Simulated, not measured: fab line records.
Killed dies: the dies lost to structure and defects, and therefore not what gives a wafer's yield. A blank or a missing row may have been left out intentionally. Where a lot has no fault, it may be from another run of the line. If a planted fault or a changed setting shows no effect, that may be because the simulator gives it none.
Which tool was responsible? + flow sky130 + 13 lots with 39 wafers sampled at 4 steps, on a route of 708 steps

WHAT THE GAUGES READ, wafer by wafer
SKY_CAPM_THK_MEAS_01. Usual: for CAPM_CVD_00_THK the level is 15.56 nm and the standard deviation is 0.28.
| lot  | measured     | on            | CAPM_CVD_00_THK (nm) | flag |
|------|--------------|---------------|----------------------|------|
| L158 | day 36 02:40 | film-metro-04 | 15.84 15.52 16.38    |      |
| L160 | day 36 23:01 | film-metro-03 | 15.49 15.31 15.54    |      |
| L161 | day 37 14:16 | film-metro-04 | 15.58 15.76 15.71    |      |
| L162 | day 37 15:11 | film-metro-04 | 15.68 15.51 15.91    |      |
| L163 | day 38 05:34 | film-metro-02 | 14.95 15.54 15.67    |      |
| L166 | day 39 12:11 | film-metro-04 | 15.54 15.93 16.10    |      |
| L167 | day 39 08:32 | film-metro-03 | 14.83 15.83 15.78    |      |
| L169 | day 39 21:59 | film-metro-03 | 15.35 15.50 15.77    |      |
| L170 | day 40 04:20 | film-metro-04 | 15.57 15.34 15.68    |      |
| L175 | day 41 17:03 | film-metro-02 | 15.72 15.45 15.73    |      |
| L176 | day 41 14:01 | film-metro-04 | 15.46 15.38 15.72    |      |
| L180 | day 42 22:56 | film-metro-02 | 15.71 15.37 16.15    |      |
| L181 | day 43 05:40 | film-metro-02 | 15.53 15.93 15.91    |      |

SKY_METAL3_CD_MEAS_13: target cd 300 nm. Usual: cd-nm at 299.7 nm, with a standard deviation of 1.5.
| lot  | measured     | on        | cd-nm (nm)        | flag |
|------|--------------|-----------|-------------------|------|
| L158 | day 38 07:24 | cd-sem-01 | 297.6 298.2 296.9 |      |
| L160 | day 39 01:25 | cd-sem-02 | 299.9 299.2 299.8 |      |
| L161 | day 39 16:34 | cd-sem-01 | 298.5 299.7 298.9 |      |
| L162 | day 39 17:16 | cd-sem-02 | 302.8 301.1 301.4 |      |
| L163 | day 40 08:31 | cd-sem-01 | 299.3 298.0 297.8 |      |
| L166 | day 41 13:35 | cd-sem-01 | 297.9 297.1 297.6 |      |
| L167 | day 41 11:26 | cd-sem-02 | 299.7 300.0 299.9 |      |
| L169 | day 41 22:55 | cd-sem-02 | 300.4 298.6 300.5 |      |
| L170 | day 42 04:56 | cd-sem-02 | 301.9 301.9 303.8 |      |
| L175 | day 43 15:55 | cd-sem-02 | 302.6 300.9 301.9 |      |
| L176 | day 43 12:58 | cd-sem-01 | 299.1 298.0 298.8 |      |
| L180 | day 44 20:26 | cd-sem-01 | 299.2 300.7 299.5 |      |
| L181 | day 45 03:20 | cd-sem-02 | 300.7 299.5 299.8 |      |

WHAT TOOL EACH LOT RAN ON (gives the tool, then ch and the chambers of the sampled wafers, and finally the start)
| lot  | SKY_FIELD_ISO_WET_ETCH_30      | SKY_METAL3_SPUTTER_02        |
|------|--------------------------------|------------------------------|
| L158 | wet-bench-03 ch 3, day 2 09:03 | pvd-sputter-02, day 36 02:32 |
| L160 | wet-bench-01 ch 2, day 2 20:47 | pvd-sputter-01, day 36 22:53 |
| L161 | wet-bench-01 ch 0, day 3 02:35 | pvd-sputter-03, day 37 14:07 |
| L162 | wet-bench-04 ch 1, day 3 08:20 | pvd-sputter-01, day 37 15:04 |
| L163 | wet-bench-01 ch 1, day 3 16:01 | pvd-sputter-02, day 38 05:26 |
| L166 | wet-bench-01 ch 3, day 4 03:59 | pvd-sputter-02, day 39 12:03 |
| L167 | wet-bench-04 ch 3, day 4 07:25 | pvd-sputter-02, day 39 08:23 |
| L169 | wet-bench-01 ch 1, day 4 20:47 | pvd-sputter-01, day 39 21:52 |
| L170 | wet-bench-03 ch 1, day 4 22:14 | pvd-sputter-03, day 40 04:12 |
| L175 | wet-bench-01 ch 0, day 6 01:28 | pvd-sputter-01, day 41 16:55 |
| L176 | wet-bench-03 ch 3, day 6 07:02 | pvd-sputter-02, day 41 13:53 |
| L180 | wet-bench-03 ch 3, day 7 06:16 | pvd-sputter-02, day 42 22:48 |
| L181 | wet-bench-03 ch 0, day 7 12:49 | pvd-sputter-02, day 43 05:32 |
- SKY_FIELD_ISO_WET_ETCH_30: etches SiO2 in dHF, target depth 25 nm, time 50 s.
- SKY_METAL3_SPUTTER_02: material AlCu, target thk 735 nm, time 39.1 s.

AS READ BY THE TOOLS THEMSELVES (means over the sampled wafers that have a number; for cases with no such wafer, the mark the record gives instead)
SKY_FIELD_ISO_WET_ETCH_30. Usual: run-length-s at 78.5 s, with a standard deviation of 2.8.
| lot  | tool         | run-length-s (s) | flag |
|------|--------------|------------------|------|
| L158 | wet-bench-03 | 84.0             |      |
| L160 | wet-bench-01 | 77.8             |      |
| L161 | wet-bench-01 | 76.6             |      |
| L162 | wet-bench-04 | 77.8             |      |
| L163 | wet-bench-01 | 81.1             |      |
| L166 | wet-bench-01 | 76.6             |      |
| L167 | wet-bench-04 | 83.5             |      |
| L169 | wet-bench-01 | 75.1             |      |
| L170 | wet-bench-03 | 77.9             |      |
| L175 | wet-bench-01 | 56.0             | OFF  |
| L176 | wet-bench-03 | 75.9             |      |
| L180 | wet-bench-03 | 83.2             |      |
| L181 | wet-bench-03 | 83.9             |      |

SKY_METAL3_SPUTTER_02. Usual: throttle-valve-pct at 30.4 %, with a standard deviation of 0.93.
| lot  | tool           | throttle-valve-pct (%) | flag |
|------|----------------|------------------------|------|
| L158 | pvd-sputter-02 | 30.4                   |      |
| L160 | pvd-sputter-01 | 30.5                   |      |
| L161 | pvd-sputter-03 | 30.8                   |      |
| L162 | pvd-sputter-01 | 30.0                   |      |
| L163 | pvd-sputter-02 | 30.6                   |      |
| L166 | pvd-sputter-02 | 31.1                   |      |
| L167 | pvd-sputter-02 | 31.1                   |      |
| L169 | pvd-sputter-01 | 30.9                   |      |
| L170 | pvd-sputter-03 | 29.8                   |      |
| L175 | pvd-sputter-01 | 30.1                   |      |
| L176 | pvd-sputter-02 | 30.5                   |      |
| L180 | pvd-sputter-02 | 30.6                   |      |
| L181 | pvd-sputter-02 | 30.7                   |      |

THE ANSWER, worked out from the rows above alone
Rule: lot off if the mean of its wafers having a number is beyond 3 standard deviations from the usual mean. A lot without any number at a reading at which 4 lots or more have one is off too. All remaining lots with rows at the step are treated as sound. The gauges are gone through in route order, then the tools' own readings, and for those a lot's mean is taken as printed above. At the first step where some lot is off, the reading lying furthest off is the one used; lots without a number count as furthest.
Off: L175, at SKY_FIELD_ISO_WET_ETCH_30 (run-length-s).
A tool fits if, at that step or a process step before it, it ran every lot that is off, and no sound lot after the first of them. One fits: SKY_FIELD_ISO_WET_ETCH_30 on wet-bench-01. A fault onset in the window from L169 (day 4 20:47, its last sound lot) to L175 (day 6 01:28, its first lot off) fits.
On the lots that are off, the tool's own readings at SKY_FIELD_ISO_WET_ETCH_30 differ by more than 5 times the standard deviation of the sound lots' means, which bears it out; run-length-s reads 56.0 s there versus 79.5 s on the sound lots.

WHAT THE SIMULATOR PUT IN
wet-bench-01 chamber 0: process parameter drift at SKY_FIELD_ISO_WET_ETCH_30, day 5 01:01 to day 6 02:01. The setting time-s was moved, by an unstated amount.
Lots struck among those shown: L175. This agrees with what the rule above found.
